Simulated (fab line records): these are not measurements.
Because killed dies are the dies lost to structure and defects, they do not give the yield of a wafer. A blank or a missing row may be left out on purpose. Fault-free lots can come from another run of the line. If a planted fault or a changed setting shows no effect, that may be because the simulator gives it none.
A lot that was struck, set against a sound lot ; flow sky130 ; 33 out of 708 route steps
Sound: the wafers L668.2, L668.4, L668.6. Struck: wafer L681.2 (left out: L681.1, L681.4 of the same lot, which were not struck); the cause appears at the end.
At each step with rows: each side's tool, then ch and its chambers, then its first start. Under that, the readings that differ: sound wafers ; struck wafers ; difference of the means ; sigmas: that difference in standard deviations of wafers without a fault.
alike: words and numbers the same on both sides, and readings whose means are apart by under 2 such deviations; not compared: readings that were withheld, readings missing a value for some wafer, numbers with overlapping values and no deviation given by the record, and bounds like >300 which may hide the same value.
Wherever a step has rows on one side only, a row that says differs or no value, or a row with sigmas, the two part there. Non-overlapping numbers with no deviation appear without sigmas and do not part them. Lack of a reading on every wafer of one side parts them only where that side has two or more wafers.

first, 8 steps without rows for these wafers: SKY_LOCAL_INTERCONNECT_ETCH_13 (etches BARC in N2/H2, stops on SiO2, time 45.9 s, target depth 60 nm); SKY_LOCAL_INTERCONNECT_METAL_ETCH_14 (etches TiN in Cl2/BCl3, stops on PSG, target depth 110 nm, time 31.4 s); SKY_LOCAL_INTERCONNECT_STRIP_15 (strips in O2/N2); SKY_LOCAL_INTERCONNECT_STRIP_16 (strips in post etch residue remover, time 1200 s); SKY_LOCAL_INTERCONNECT_CLEAN_17 (cleans in IPA, time 180 s); SKY_LOCAL_INTERCONNECT_CLEAN_18 (cleans in O3/DIW); SKY_CONTACT_CVD_00 (deposits Si3N4, target thk 75 nm); SKY_CONTACT_HDPCVD_02 (deposits SiO2, target thk 565 nm, time 94.2 s).
SKY_CONTACT_CMP_04: polishes SiO2.
  sound on cmp-01 ch 0,1,2, day 32 01:10; struck on cmp-01 ch 2, day 36 19:08
reading;sound;struck;difference;sigmas
retaining-ring-pressure-frac;0.998 0.997 0.994;1.007;+0.011;+2
  alike: motor-current-A, slurry-filter-dp-kPa, time-to-endpoint-s
then, 23 steps without rows for these wafers: SKY_CONTACT_DEHYDRATE_06 (time 60 s); SKY_CONTACT_HMDS_07 (prime time 60 s); SKY_CONTACT_COAT_08 (resist thk 60 nm); SKY_CONTACT_COAT_09 (resist thk 450 nm); SKY_CONTACT_SOFTBAKE_10 (time 90 s); SKY_CONTACT_EXPOSE_11 (exposes mask CTM1, target cd 170 nm); SKY_CONTACT_PEB_12; SKY_CONTACT_DEVELOP_13 (develop time 60 s); SKY_CONTACT_ETCH_16 (etches BARC in N2/H2, stops on SiO2, time 45.9 s, target depth 60 nm); SKY_CONTACT_ETCH_17 (etches SiO2 in C4F8/O2/Ar, stops on Si3N4, target depth 340 nm); SKY_CONTACT_ETCH_18 (etches Si3N4 in CHF3/O2, stops on TiN, time 39 s, target depth 75 nm); SKY_CONTACT_STRIP_19 (strips in O2/N2); SKY_CONTACT_STRIP_20 (strips in post etch residue remover, time 1200 s); SKY_CONTACT_CLEAN_21 (cleans in IPA, time 180 s); SKY_CONTACT_CLEAN_22 (cleans in O3/DIW); SKY_CONTACT_SPUTTER_23 (material TiN, target thk 20 nm, time 80 s); SKY_CONTACT_CVD_24 (deposits W, target thk 340 nm, time 102.12 s); SKY_CONTACT_CMP_27 (polishes, stops on SiO2, t overpolish 15 s, target thk 0 nm); SKY_METAL1_SPUTTER_00 (material Ti, target thk 15 nm, time 10 s); SKY_METAL1_SPUTTER_01 (material TiN, target thk 20 nm, time 16.7 s); SKY_METAL1_SPUTTER_02 (material AlCu, target thk 250 nm, time 13.3 s); SKY_METAL1_SPUTTER_03 (material Ti, target thk 5 nm, time 3.3 s); SKY_METAL1_SPUTTER_04 (material TiN, target thk 70 nm, time 58.3 s).
-- the record jumps here: 13 days lie between the struck wafers' starts before and after (it left off in module METAL1 and takes up again in module PAD_OPEN, whose first step shown is number 708 of the route) --
SKY_PAD_OPEN_PROBE_99:
  struck on prober-01, day 50 06:45; sound on prober-02, day 47 01:02
reading;sound;struck;difference;sigmas
killed-at-contacts;21 17 32;147;+124;+24
killed-dies;78 65 100;194;+113;+11
killed-on-rim;16 14 23;36;+18;+5
  alike: killed_at_M0_to_M3, killed_at_M4_up, killed-at-front-end, killed-at-other, killed-open, killed-short

== WHERE THEY PART ==
Last at SKY_PAD_OPEN_PROBE_99 as far as this record goes, first at SKY_CONTACT_CMP_04.

WHY: the cause the simulator had injected
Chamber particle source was cmp-01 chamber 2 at SKY_CONTACT_CMP_04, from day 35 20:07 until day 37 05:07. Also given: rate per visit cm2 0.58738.
